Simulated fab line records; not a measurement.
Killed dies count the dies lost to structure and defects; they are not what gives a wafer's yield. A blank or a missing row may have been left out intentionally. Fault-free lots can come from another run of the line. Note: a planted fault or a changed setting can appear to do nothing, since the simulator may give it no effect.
The tool behind it: which one? || flow gf180mcu || Sampling: 15 lots, 45 wafers, 7 of 602 route steps

## WHAT THE GAUGES READ, wafer by wafer
GF_V2_THK_MEAS_03. Usual: V2_CVD_02_THK typically reads 847 nm, with standard deviation 12.
{"lot": "L304", "measured": "day 19 03:28", "on": "film-metro-02", "V2_CVD_02_THK (nm)": "849 858 865", "flag": ""}
{"lot": "L305", "measured": "day 19 20:29", "on": "film-metro-03", "V2_CVD_02_THK (nm)": "850 845 855", "flag": ""}
{"lot": "L306", "measured": "day 20 07:00", "on": "film-metro-04", "V2_CVD_02_THK (nm)": "836 839 855", "flag": ""}
{"lot": "L308", "measured": "day 21 07:01", "on": "film-metro-02", "V2_CVD_02_THK (nm)": "834 835 838", "flag": ""}
{"lot": "L309", "measured": "day 21 12:29", "on": "film-metro-03", "V2_CVD_02_THK (nm)": "833 853 836", "flag": ""}
{"lot": "L310", "measured": "day 21 16:28", "on": "film-metro-02", "V2_CVD_02_THK (nm)": "841 853 858", "flag": ""}
{"lot": "L313", "measured": "day 22 15:40", "on": "film-metro-02", "V2_CVD_02_THK (nm)": "838 828 860", "flag": ""}
{"lot": "L314", "measured": "day 23 03:30", "on": "film-metro-02", "V2_CVD_02_THK (nm)": "824 830 855", "flag": ""}
{"lot": "L317", "measured": "day 24 00:25", "on": "film-metro-02", "V2_CVD_02_THK (nm)": "838 839 521 839 839 521", "flag": "OFF"}
{"lot": "L318", "measured": "day 24 15:57", "on": "film-metro-02", "V2_CVD_02_THK (nm)": "847 853 516 848 852 516", "flag": "OFF"}
{"lot": "L319", "measured": "day 25 01:05", "on": "film-metro-02", "V2_CVD_02_THK (nm)": "826 852 525 826 852 526", "flag": "OFF"}
{"lot": "L321", "measured": "day 25 09:38", "on": "film-metro-04", "V2_CVD_02_THK (nm)": "855 848 874", "flag": ""}
{"lot": "L322", "measured": "day 25 18:50", "on": "film-metro-03", "V2_CVD_02_THK (nm)": "857 852 860", "flag": ""}
{"lot": "L324", "measured": "day 26 09:03", "on": "film-metro-04", "V2_CVD_02_THK (nm)": "844 834 851", "flag": ""}
{"lot": "L327", "measured": "day 27 04:52", "on": "film-metro-02", "V2_CVD_02_THK (nm)": "845 838 854", "flag": ""}

GF_M3_THK_MEAS_06: measures by xrf. Usual: M3_ALCU_THK typically reads 451 nm, with standard deviation 4.9.
{"lot": "L304", "measured": "day 20 06:42", "on": "film-metro-01", "M3_ALCU_THK (nm)": "449 444 445", "flag": ""}
{"lot": "L305", "measured": "day 20 23:40", "on": "film-metro-01", "M3_ALCU_THK (nm)": "453 449 448", "flag": ""}
{"lot": "L306", "measured": "day 21 09:38", "on": "film-metro-02", "M3_ALCU_THK (nm)": "454 455 455", "flag": ""}
{"lot": "L308", "measured": "day 22 08:46", "on": "film-metro-02", "M3_ALCU_THK (nm)": "448 452 453", "flag": ""}
{"lot": "L309", "measured": "day 22 14:11", "on": "film-metro-03", "M3_ALCU_THK (nm)": "447 449 447", "flag": ""}
{"lot": "L310", "measured": "day 22 18:36", "on": "film-metro-03", "M3_ALCU_THK (nm)": "459 455 455", "flag": ""}
{"lot": "L313", "measured": "day 23 16:46", "on": "film-metro-01", "M3_ALCU_THK (nm)": "453 449 454", "flag": ""}
{"lot": "L314", "measured": "day 24 04:32", "on": "film-metro-01", "M3_ALCU_THK (nm)": "440 442 441", "flag": ""}
{"lot": "L317", "measured": "day 25 01:16", "on": "film-metro-03", "M3_ALCU_THK (nm)": "457 456 455", "flag": ""}
{"lot": "L318", "measured": "day 25 15:54", "on": "film-metro-01", "M3_ALCU_THK (nm)": "456 455 457", "flag": ""}
{"lot": "L319", "measured": "day 26 01:28", "on": "film-metro-03", "M3_ALCU_THK (nm)": "443 446 444", "flag": ""}
{"lot": "L321", "measured": "day 26 09:32", "on": "film-metro-02", "M3_ALCU_THK (nm)": "450 457 452", "flag": ""}
{"lot": "L322", "measured": "day 26 17:53", "on": "film-metro-03", "M3_ALCU_THK (nm)": "454 448 446", "flag": ""}
{"lot": "L324", "measured": "day 27 07:52", "on": "film-metro-02", "M3_ALCU_THK (nm)": "452 451 460", "flag": ""}
{"lot": "L327", "measured": "day 28 02:57", "on": "film-metro-02", "M3_ALCU_THK (nm)": "452 456 452", "flag": ""}

## TOOL THAT RAN EACH LOT (tool first, then ch and the chambers of the sampled wafers, then the start)
{"lot": "L304", "GF_SALICIDE_RTA_06": "rtp-anneal-01 ch 0, day 15 02:08", "GF_V1_SPUTTER_21": "pvd-sputter-04, day 18 01:54", "GF_V2_CVD_02": "pecvd-04 ch 1,2, day 19 03:23", "GF_V2_CMP_04": "cmp-01 ch 0,3, day 19 03:31", "GF_V2_ETCH_17": "rie-diel-04 ch 0,1,3, day 20 06:42 or earlier"}
{"lot": "L305", "GF_SALICIDE_RTA_06": "rtp-anneal-01 ch 0, day 15 15:26", "GF_V1_SPUTTER_21": "pvd-sputter-02, day 18 18:07", "GF_V2_CVD_02": "pecvd-01 ch 0,2, day 19 20:24", "GF_V2_CMP_04": "cmp-02 ch 1,2,3, day 19 20:32", "GF_V2_ETCH_17": "rie-diel-04 ch 2,3, day 20 23:40 or earlier"}
{"lot": "L306", "GF_SALICIDE_RTA_06": "rtp-anneal-01 ch 0, day 16 02:49", "GF_V1_SPUTTER_21": "pvd-sputter-02, day 19 03:49", "GF_V2_CVD_02": "pecvd-03 ch 0,1,2, day 20 06:56", "GF_V2_CMP_04": "cmp-02 ch 1,2,3, day 20 07:08", "GF_V2_ETCH_17": "rie-diel-02 ch 0,3, day 21 09:38 or earlier"}
{"lot": "L308", "GF_SALICIDE_RTA_06": "rtp-anneal-02 ch 0, day 17 00:59", "GF_V1_SPUTTER_21": "pvd-sputter-04, day 20 04:46", "GF_V2_CVD_02": "pecvd-01 ch 0,1,2, day 21 06:56", "GF_V2_CMP_04": "cmp-02 ch 0,3, day 21 07:12", "GF_V2_ETCH_17": "rie-diel-04 ch 1,2, day 22 08:46 or earlier"}
{"lot": "L309", "GF_SALICIDE_RTA_06": "rtp-anneal-01 ch 0, day 17 05:28", "GF_V1_SPUTTER_21": "pvd-sputter-02, day 20 10:28", "GF_V2_CVD_02": "pecvd-01 ch 0,1, day 21 12:24", "GF_V2_CMP_04": "cmp-01 ch 1,2, day 21 12:35", "GF_V2_ETCH_17": "rie-diel-01 ch 0,3, day 22 14:11 or earlier"}
{"lot": "L310", "GF_SALICIDE_RTA_06": "rtp-anneal-02 ch 0, day 17 09:45", "GF_V1_SPUTTER_21": "pvd-sputter-03, day 20 14:51", "GF_V2_CVD_02": "pecvd-03 ch 1,2, day 21 16:23", "GF_V2_CMP_04": "cmp-02 ch 1,2,3, day 21 16:31", "GF_V2_ETCH_17": "rie-diel-01 ch 1,2,3, day 22 18:36 or earlier"}
{"lot": "L313", "GF_SALICIDE_RTA_06": "rtp-anneal-02 ch 0, day 18 09:38", "GF_V1_SPUTTER_21": "pvd-sputter-03, day 21 14:31", "GF_V2_CVD_02": "pecvd-01 ch 0,1,2, day 22 15:36", "GF_V2_CMP_04": "cmp-01 ch 0,1,3, day 22 15:47", "GF_V2_ETCH_17": "rie-diel-01 ch 0,1,3, day 23 16:46 or earlier"}
{"lot": "L314", "GF_SALICIDE_RTA_06": "rtp-anneal-02 ch 0, day 18 21:11", "GF_V1_SPUTTER_21": "pvd-sputter-02, day 22 02:49", "GF_V2_CVD_02": "pecvd-01 ch 0,1, day 23 03:26", "GF_V2_CMP_04": "cmp-01 ch 0,1,2, day 23 03:37", "GF_V2_ETCH_17": "rie-diel-02 ch 0,2, day 24 04:32 or earlier"}
{"lot": "L317", "GF_SALICIDE_RTA_06": "rtp-anneal-02 ch 0, day 19 19:50", "GF_V1_SPUTTER_21": "pvd-sputter-02, day 23 00:17", "GF_V2_CVD_02": "pecvd-03 ch 1,2, day 24 00:21", "GF_V2_CMP_04": "cmp-02 ch 0,2,3, day 24 12:55", "GF_V2_ETCH_17": "rie-diel-01 ch 2,3, day 25 01:16 or earlier"}
{"lot": "L318", "GF_SALICIDE_RTA_06": "rtp-anneal-02 ch 0, day 20 13:20", "GF_V1_SPUTTER_21": "pvd-sputter-03, day 23 16:22", "GF_V2_CVD_02": "pecvd-03 ch 0,1,2, day 24 15:53", "GF_V2_CMP_04": "cmp-01 ch 2,3, day 25 00:20", "GF_V2_ETCH_17": "rie-diel-02 ch 0,2, day 25 15:54 or earlier"}
{"lot": "L319", "GF_SALICIDE_RTA_06": "rtp-anneal-02 ch 0, day 20 22:04", "GF_V1_SPUTTER_21": "pvd-sputter-04, day 24 00:42", "GF_V2_CVD_02": "pecvd-03 ch 0,2, day 25 01:00", "GF_V2_CMP_04": "cmp-01 ch 0,1,3, day 25 03:55", "GF_V2_ETCH_17": "rie-diel-02 ch 0,2,3, day 26 01:28 or earlier"}
{"lot": "L321", "GF_SALICIDE_RTA_06": "rtp-anneal-02 ch 0, day 21 07:38", "GF_V1_SPUTTER_21": "pvd-sputter-02, day 24 09:03", "GF_V2_CVD_02": "pecvd-04 ch 0,2, day 25 09:34", "GF_V2_CMP_04": "cmp-01 ch 0,1,2, day 25 09:42", "GF_V2_ETCH_17": "rie-diel-01 ch 1,2,3, day 26 09:32 or earlier"}
{"lot": "L322", "GF_SALICIDE_RTA_06": "rtp-anneal-02 ch 0, day 21 18:26", "GF_V1_SPUTTER_21": "pvd-sputter-04, day 24 19:08", "GF_V2_CVD_02": "pecvd-04 ch 0,2, day 25 18:45", "GF_V2_CMP_04": "cmp-02 ch 0,1, day 25 18:53", "GF_V2_ETCH_17": "rie-diel-02 ch 0,3, day 26 17:53 or earlier"}
{"lot": "L324", "GF_SALICIDE_RTA_06": "rtp-anneal-02 ch 0, day 22 10:50", "GF_V1_SPUTTER_21": "pvd-sputter-03, day 25 10:16", "GF_V2_CVD_02": "pecvd-01 ch 0,1,2, day 26 08:58", "GF_V2_CMP_04": "cmp-02 ch 0,2,3, day 26 09:09", "GF_V2_ETCH_17": "rie-diel-01 ch 0,1, day 27 07:52 or earlier"}
{"lot": "L327", "GF_SALICIDE_RTA_06": "rtp-anneal-02 ch 0, day 23 07:59", "GF_V1_SPUTTER_21": "pvd-sputter-04, day 26 06:23", "GF_V2_CVD_02": "pecvd-01 ch 0,1, day 27 04:47", "GF_V2_CMP_04": "cmp-02 ch 1,2,3, day 27 04:55", "GF_V2_ETCH_17": "rie-diel-01 ch 1,2,3, day 28 02:57 or earlier"}
- GF_SALICIDE_RTA_06: time 30 s.
- GF_V1_SPUTTER_21: material Ti, target thk 15 nm, time 80.02 s.
- GF_V2_CVD_02: deposits SiO2 from TEOS, target thk 850 nm, time 94.851 s.
- GF_V2_CMP_04: polishes SiO2.
- GF_V2_ETCH_17: etches SiO2 in C4F8/O2/Ar, stops on TiN, target depth 630 nm.

## AS READ BY THE TOOLS THEMSELVES (means over the sampled wafers that have a number; for cases with no such wafer, the mark the record gives instead)
GF_SALICIDE_RTA_06. Usual: lamp-power-pct 6.42 %, standard deviation 0.22; wafer_temp_C_max 532.5, standard deviation 0.56.
{"lot": "L304", "tool": "rtp-anneal-01", "lamp-power-pct (%)": 6.16, "wafer_temp_C_max": 532.4, "flag": ""}
{"lot": "L305", "tool": "rtp-anneal-01", "lamp-power-pct (%)": 6.17, "wafer_temp_C_max": 532.2, "flag": ""}
{"lot": "L306", "tool": "rtp-anneal-01", "lamp-power-pct (%)": 6.17, "wafer_temp_C_max": 532.3, "flag": ""}
{"lot": "L308", "tool": "rtp-anneal-02", "lamp-power-pct (%)": 6.61, "wafer_temp_C_max": 532.7, "flag": ""}
{"lot": "L309", "tool": "rtp-anneal-01", "lamp-power-pct (%)": 6.16, "wafer_temp_C_max": 532.4, "flag": ""}
{"lot": "L310", "tool": "rtp-anneal-02", "lamp-power-pct (%)": 6.61, "wafer_temp_C_max": 533.5, "flag": ""}
{"lot": "L313", "tool": "rtp-anneal-02", "lamp-power-pct (%)": 6.61, "wafer_temp_C_max": 532.5, "flag": ""}
{"lot": "L314", "tool": "rtp-anneal-02", "lamp-power-pct (%)": 6.61, "wafer_temp_C_max": 532.9, "flag": ""}
{"lot": "L317", "tool": "rtp-anneal-02", "lamp-power-pct (%)": 6.60, "wafer_temp_C_max": 532.5, "flag": ""}
{"lot": "L318", "tool": "rtp-anneal-02", "lamp-power-pct (%)": 6.60, "wafer_temp_C_max": 532.7, "flag": ""}
{"lot": "L319", "tool": "rtp-anneal-02", "lamp-power-pct (%)": 6.60, "wafer_temp_C_max": 533.1, "flag": ""}
{"lot": "L321", "tool": "rtp-anneal-02", "lamp-power-pct (%)": 6.60, "wafer_temp_C_max": 533.4, "flag": ""}
{"lot": "L322", "tool": "rtp-anneal-02", "lamp-power-pct (%)": 6.60, "wafer_temp_C_max": 532.8, "flag": ""}
{"lot": "L324", "tool": "rtp-anneal-02", "lamp-power-pct (%)": 6.60, "wafer_temp_C_max": 532.3, "flag": ""}
{"lot": "L327", "tool": "rtp-anneal-02", "lamp-power-pct (%)": 6.61, "wafer_temp_C_max": 532.7, "flag": ""}

GF_V1_SPUTTER_21. Usual: substrate-temp-c 199.99 C, standard deviation 0.16; throttle-valve-pct 30.0 %, standard deviation 1.
{"lot": "L304", "tool": "pvd-sputter-04", "substrate-temp-c (C)": 200.03, "throttle-valve-pct (%)": 29.4, "flag": ""}
{"lot": "L305", "tool": "pvd-sputter-02", "substrate-temp-c (C)": 200.06, "throttle-valve-pct (%)": 31.1, "flag": ""}
{"lot": "L306", "tool": "pvd-sputter-02", "substrate-temp-c (C)": 200.11, "throttle-valve-pct (%)": 31.2, "flag": ""}
{"lot": "L308", "tool": "pvd-sputter-04", "substrate-temp-c (C)": 200.04, "throttle-valve-pct (%)": 28.9, "flag": ""}
{"lot": "L309", "tool": "pvd-sputter-02", "substrate-temp-c (C)": 199.83, "throttle-valve-pct (%)": 31.1, "flag": ""}
{"lot": "L310", "tool": "pvd-sputter-03", "substrate-temp-c (C)": 199.96, "throttle-valve-pct (%)": 30.0, "flag": ""}
{"lot": "L313", "tool": "pvd-sputter-03", "substrate-temp-c (C)": 200.11, "throttle-valve-pct (%)": 30.0, "flag": ""}
{"lot": "L314", "tool": "pvd-sputter-02", "substrate-temp-c (C)": 200.00, "throttle-valve-pct (%)": 30.0, "flag": ""}
{"lot": "L317", "tool": "pvd-sputter-02", "substrate-temp-c (C)": 199.92, "throttle-valve-pct (%)": 30.7, "flag": ""}
{"lot": "L318", "tool": "pvd-sputter-03", "substrate-temp-c (C)": 199.93, "throttle-valve-pct (%)": 30.2, "flag": ""}
{"lot": "L319", "tool": "pvd-sputter-04", "substrate-temp-c (C)": 200.13, "throttle-valve-pct (%)": 28.9, "flag": ""}
{"lot": "L321", "tool": "pvd-sputter-02", "substrate-temp-c (C)": 199.90, "throttle-valve-pct (%)": 30.5, "flag": ""}
{"lot": "L322", "tool": "pvd-sputter-04", "substrate-temp-c (C)": 199.98, "throttle-valve-pct (%)": 29.5, "flag": ""}
{"lot": "L324", "tool": "pvd-sputter-03", "substrate-temp-c (C)": 200.08, "throttle-valve-pct (%)": 29.8, "flag": ""}
{"lot": "L327", "tool": "pvd-sputter-04", "substrate-temp-c (C)": 200.07, "throttle-valve-pct (%)": 29.5, "flag": ""}

GF_V2_CVD_02. Usual: heater-power-w at 660 W, with a standard deviation of 100.
{"lot": "L304", "tool": "pecvd-04", "heater-power-w (W)": 596, "flag": ""}
{"lot": "L305", "tool": "pecvd-01", "heater-power-w (W)": 532, "flag": ""}
{"lot": "L306", "tool": "pecvd-03", "heater-power-w (W)": 765, "flag": ""}
{"lot": "L308", "tool": "pecvd-01", "heater-power-w (W)": 589, "flag": ""}
{"lot": "L309", "tool": "pecvd-01", "heater-power-w (W)": 627, "flag": ""}
{"lot": "L310", "tool": "pecvd-03", "heater-power-w (W)": 749, "flag": ""}
{"lot": "L313", "tool": "pecvd-01", "heater-power-w (W)": 627, "flag": ""}
{"lot": "L314", "tool": "pecvd-01", "heater-power-w (W)": 612, "flag": ""}
{"lot": "L317", "tool": "pecvd-03", "heater-power-w (W)": 746, "flag": ""}
{"lot": "L318", "tool": "pecvd-03", "heater-power-w (W)": 794, "flag": ""}
{"lot": "L319", "tool": "pecvd-03", "heater-power-w (W)": 811, "flag": ""}
{"lot": "L321", "tool": "pecvd-04", "heater-power-w (W)": 565, "flag": ""}
{"lot": "L322", "tool": "pecvd-04", "heater-power-w (W)": 537, "flag": ""}
{"lot": "L324", "tool": "pecvd-01", "heater-power-w (W)": 601, "flag": ""}
{"lot": "L327", "tool": "pecvd-01", "heater-power-w (W)": 629, "flag": ""}

GF_V2_CMP_04. Usual: motor-current-A 11.7 A, standard deviation 1.1; time-to-endpoint-s 80 s, standard deviation 6.5.
{"lot": "L304", "tool": "cmp-01", "motor-current-A (A)": 11.2, "time-to-endpoint-s (s)": 85, "flag": ""}
{"lot": "L305", "tool": "cmp-02", "motor-current-A (A)": 11.7, "time-to-endpoint-s (s)": 81, "flag": ""}
{"lot": "L306", "tool": "cmp-02", "motor-current-A (A)": 11.7, "time-to-endpoint-s (s)": 81, "flag": ""}
{"lot": "L308", "tool": "cmp-02", "motor-current-A (A)": 11.5, "time-to-endpoint-s (s)": 72, "flag": ""}
{"lot": "L309", "tool": "cmp-01", "motor-current-A (A)": 12.0, "time-to-endpoint-s (s)": 76, "flag": ""}
{"lot": "L310", "tool": "cmp-02", "motor-current-A (A)": 12.0, "time-to-endpoint-s (s)": 81, "flag": ""}
{"lot": "L313", "tool": "cmp-01", "motor-current-A (A)": 12.0, "time-to-endpoint-s (s)": 81, "flag": ""}
{"lot": "L314", "tool": "cmp-01", "motor-current-A (A)": 12.3, "time-to-endpoint-s (s)": 79, "flag": ""}
{"lot": "L317", "tool": "cmp-02", "motor-current-A (A)": 12.2, "time-to-endpoint-s (s)": 66, "flag": ""}
{"lot": "L318", "tool": "cmp-01", "motor-current-A (A)": 10.3, "time-to-endpoint-s (s)": 67, "flag": ""}
{"lot": "L319", "tool": "cmp-01", "motor-current-A (A)": 12.1, "time-to-endpoint-s (s)": 65, "flag": ""}
{"lot": "L321", "tool": "cmp-01", "motor-current-A (A)": 12.4, "time-to-endpoint-s (s)": 90, "flag": ""}
{"lot": "L322", "tool": "cmp-02", "motor-current-A (A)": 11.1, "time-to-endpoint-s (s)": 74, "flag": ""}
{"lot": "L324", "tool": "cmp-02", "motor-current-A (A)": 11.8, "time-to-endpoint-s (s)": 78, "flag": ""}
{"lot": "L327", "tool": "cmp-02", "motor-current-A (A)": 11.7, "time-to-endpoint-s (s)": 81, "flag": ""}

GF_V2_ETCH_17. Usual: oes-product-au at 0.856 a.u., with a standard deviation of 0.0045.
{"lot": "L304", "tool": "rie-diel-04", "oes-product-au (a.u.)": 0.855, "flag": ""}
{"lot": "L305", "tool": "rie-diel-04", "oes-product-au (a.u.)": 0.859, "flag": ""}
{"lot": "L306", "tool": "rie-diel-02", "oes-product-au (a.u.)": 0.853, "flag": ""}
{"lot": "L308", "tool": "rie-diel-04", "oes-product-au (a.u.)": 0.853, "flag": ""}
{"lot": "L309", "tool": "rie-diel-01", "oes-product-au (a.u.)": 0.856, "flag": ""}
{"lot": "L310", "tool": "rie-diel-01", "oes-product-au (a.u.)": 0.856, "flag": ""}
{"lot": "L313", "tool": "rie-diel-01", "oes-product-au (a.u.)": 0.860, "flag": ""}
{"lot": "L314", "tool": "rie-diel-02", "oes-product-au (a.u.)": 0.859, "flag": ""}
{"lot": "L317", "tool": "rie-diel-01", "oes-product-au (a.u.)": 0.824, "flag": "OFF"}
{"lot": "L318", "tool": "rie-diel-02", "oes-product-au (a.u.)": 0.828, "flag": "OFF"}
{"lot": "L319", "tool": "rie-diel-02", "oes-product-au (a.u.)": 0.827, "flag": "OFF"}
{"lot": "L321", "tool": "rie-diel-01", "oes-product-au (a.u.)": 0.855, "flag": ""}
{"lot": "L322", "tool": "rie-diel-02", "oes-product-au (a.u.)": 0.854, "flag": ""}
{"lot": "L324", "tool": "rie-diel-01", "oes-product-au (a.u.)": 0.854, "flag": ""}
{"lot": "L327", "tool": "rie-diel-01", "oes-product-au (a.u.)": 0.853, "flag": ""}

## THE ANSWER, worked out from the rows above alone
Rule: take the mean of a lot's wafers that have a number; if it is more than 3 standard deviations from the usual mean, the lot is off. Also off: a lot with no number at a reading for which 4 or more lots have one. Any other lot the step has rows for is counted as sound. The gauges are gone through in route order, then the tools' own readings, and for those a lot's mean is taken as printed above. The first step at which some lot is off is used, and at that step the reading that is off furthest; a lot without a number counts as furthest.
Off: at GF_V2_THK_MEAS_03 (V2_CVD_02_THK), L317, L318, L319.
A tool fits if, at a process step before that reading, it ran every lot that is off, and no sound lot after the first of them. Not tried: the gauges at GF_V2_THK_MEAS_03; whatever is off there is also off at GF_V2_ETCH_17, on other tools, and gauge error can't account for it. One fits: pecvd-03 at GF_V2_CVD_02. A fault onset in the window from L310 (day 21 16:23, its last sound lot) to L317 (day 24 00:21, its first lot off) fits.

## WHAT THE SIMULATOR HAD INSERTED
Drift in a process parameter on pecvd-03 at GF_V2_CVD_02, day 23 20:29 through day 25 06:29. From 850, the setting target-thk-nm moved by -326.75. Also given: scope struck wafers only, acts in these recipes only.
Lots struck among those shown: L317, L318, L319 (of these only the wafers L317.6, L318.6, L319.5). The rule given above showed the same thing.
